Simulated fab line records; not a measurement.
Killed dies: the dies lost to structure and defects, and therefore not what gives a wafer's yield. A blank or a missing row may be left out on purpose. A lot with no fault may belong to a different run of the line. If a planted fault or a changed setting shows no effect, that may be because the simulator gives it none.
A lot that was struck, set against a sound lot -- flow gf180mcu -- 17 steps out of a route of 602
Sound: these wafers, L165.2, L165.4, L165.6. Struck: wafers L168.1, L168.2, L168.4. At the end, the cause is stated.
Per side, at each step with rows, come the tool, then ch with its chambers, and then its first start. Under that, the readings that differ: sound wafers -- struck wafers -- difference of the means -- sigmas: that difference in standard deviations of wafers without a fault.
alike: readings whose means differ by less than 2 such deviations, and words and numbers that are the same on both sides. not compared: withheld readings, readings that some wafer has no value for, bounds like >300 that may hide the same value, and numbers for which the record gives no deviation and whose values overlap.
Wherever a step has rows on one side only, a row that says differs or no value, or a row with sigmas, the two part there. Numbers that have no deviation but don't overlap get no sigmas and don't part them. A reading that every wafer of one side lacks parts them only if that side has two wafers or more.

GF_M2_SPUTTER_00: material Ti, target thk 37.5 nm, time 150 s.
  sound on pvd-sputter-01, day 21 01:46; struck on pvd-sputter-04, day 22 05:16
  alike: cathode-dc-power-W, throttle-valve-pct
GF_M2_SPUTTER_01: material TiN, target thk 30 nm, time 25 s.
  sound on pvd-sputter-01, day 21 01:52; struck on pvd-sputter-04, day 22 05:22
  alike: cathode-dc-power-W, throttle-valve-pct
GF_M2_SPUTTER_02: material AlCu, target thk 450 nm, time 23.9 s.
  sound on pvd-sputter-01, day 21 01:54; struck on pvd-sputter-04, day 22 05:24
  alike: cathode-dc-power-W, throttle-valve-pct
GF_M2_SPUTTER_03: material Ti, target thk 10 nm, time 6.7 s.
  sound on pvd-sputter-01, day 21 01:55; struck on pvd-sputter-04, day 22 05:26
  alike: cathode-dc-power-W, throttle-valve-pct
GF_M2_SPUTTER_04: material TiN, target thk 50 nm, time 41.7 s.
  sound on pvd-sputter-01, day 21 01:57; struck on pvd-sputter-04, day 22 05:27
  alike: cathode-dc-power-W, throttle-valve-pct
GF_M2_RS_MEAS_05: a four-point-probe measurement.
  sound on film-metro-04, day 21 02:01; struck on film-metro-04, day 22 05:29
  alike: M2_ALCU_RS
GF_M2_THK_MEAS_06: measures by xrf.
  sound on film-metro-04, day 21 02:07; struck on film-metro-04, day 22 05:37
  alike: M2_ALCU_THK
then, 5 steps without rows for these wafers: GF_M2_DEHYDRATE_07 (time 60 s); GF_M2_HMDS_08 (prime time 60 s); GF_M2_COAT_09 (resist thk 1000 nm); GF_M2_SOFTBAKE_10 (time 60 s); GF_M2_EXPOSE_11 (exposes mask Metal2, target cd 280 nm).
GF_M2_PEB_12: peb time 90 s.
  sound on litho-track-01 ch 0, day 22 00:53; struck on litho-track-01 ch 0, day 23 03:57
  alike: exhaust-pa
then, 1 step without rows for these wafers: GF_M2_DEVELOP_13 (develop time 60 s).
GF_M2_CD_MEAS_14 targets a cd of 280 nm.
  sound on cd-sem-02, day 22 01:13; struck on cd-sem-02, day 23 04:18
reading,sound,struck,difference,sigmas
cd-nm (nm),280.1 280.6 280.0,275.7 276.0 275.9,-4.4,-5
GF_M2_OVL_MEAS_15:
  sound on overlay-01, day 22 01:20; struck on overlay-01, day 23 04:25
  alike: M2_OVL
GF_PASSIVATION_PROBE_99:
  the record has rows for the sound wafers here (prober-02, day 31 04:22) and none for the struck ones

## WHERE THEY PART
First at GF_M2_CD_MEAS_14; last, within this record, at GF_PASSIVATION_PROBE_99.

WHY: the cause the simulator had injected
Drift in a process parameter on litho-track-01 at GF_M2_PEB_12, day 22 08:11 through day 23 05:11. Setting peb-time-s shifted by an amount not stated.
